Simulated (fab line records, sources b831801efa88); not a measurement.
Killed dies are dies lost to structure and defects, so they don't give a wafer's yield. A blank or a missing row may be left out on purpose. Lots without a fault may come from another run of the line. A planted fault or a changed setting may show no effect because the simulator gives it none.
One fault seen from 2 desks | flow sky130 | each desk has only its own numbers; what lay behind them comes last

THE TOOL OWNER'S DESK: rie_metal-04
The tool's own readings at SKY_METAL1_METAL_ETCH_19 (etches the open film in Cl2/BCl3, stops on SiO2, target depth 360 nm, time 78 s): means of the sampled wafers that have a number, for each lot that ran on this tool. A lot is out of limits, marked OUT, if its mean lies more than 4 standard deviations from the usual mean; the brackets give that distance.
Columns: A = bcl3_flow_sccm at SKY_METAL1_METAL_ETCH_19, usual 30.00 sccm; B = drypump_motor_current_A at SKY_METAL1_METAL_ETCH_19, usual 5.74 A; C = oes_product_au at SKY_METAL1_METAL_ETCH_19, usual 0.855 a.u.; D = throttle_valve_pct at SKY_METAL1_METAL_ETCH_19, usual 22.263 %
lot  | first seen here | A     | B    | C     | D
L923 | day 33 16:28    | 29.91 | 5.47 | 0.862 | 22.267
L931 | day 35 22:56    | 29.99 | 5.58 | 0.855 | 22.267
L933 | day 36 11:56    | 30.03 | 5.58 | 0.853 | 22.265
L941 | day 38 19:15    | 29.91 | 5.37 | 0.841 | 22.264
L942 | day 39 04:29    | 30.05 | 5.37 | 0.842 | 22.273
This desk's finding: nothing out of limits on any of the 5 lots.

THE METROLOGY DESK
What the gauges read, lot by lot, whatever tool the lot ran on: means of the sampled wafers that have a number. A lot is out of limits, marked OUT, if its mean lies more than 4 standard deviations from the usual mean; the brackets give that distance.
Columns: A = METAL1_ALCU_THK at SKY_METAL1_THK_MEAS_06, usual 252.0 nm
lot  | first seen here | A
L923 | day 32 13:08    | 254.8
L924 | day 32 15:33    | 249.4
L925 | day 32 16:39    | 254.0
L930 | day 34 18:05    | 256.5
L931 | day 34 21:11    | 252.7
L932 | day 35 06:10    | 249.7
L933 | day 35 09:40    | 253.1
L936 | day 36 12:50    | 251.8
L941 | day 37 18:01    | 251.5
L942 | day 38 02:57    | 253.0
L944 | day 38 23:35    | 252.4
This desk's finding: nothing out of limits on any of the 11 lots.

PUT TOGETHER
The tool owner's desk saw nothing out of limits.
The metrology desk saw nothing out of limits.

WHAT THE SIMULATOR HAD PUT IN
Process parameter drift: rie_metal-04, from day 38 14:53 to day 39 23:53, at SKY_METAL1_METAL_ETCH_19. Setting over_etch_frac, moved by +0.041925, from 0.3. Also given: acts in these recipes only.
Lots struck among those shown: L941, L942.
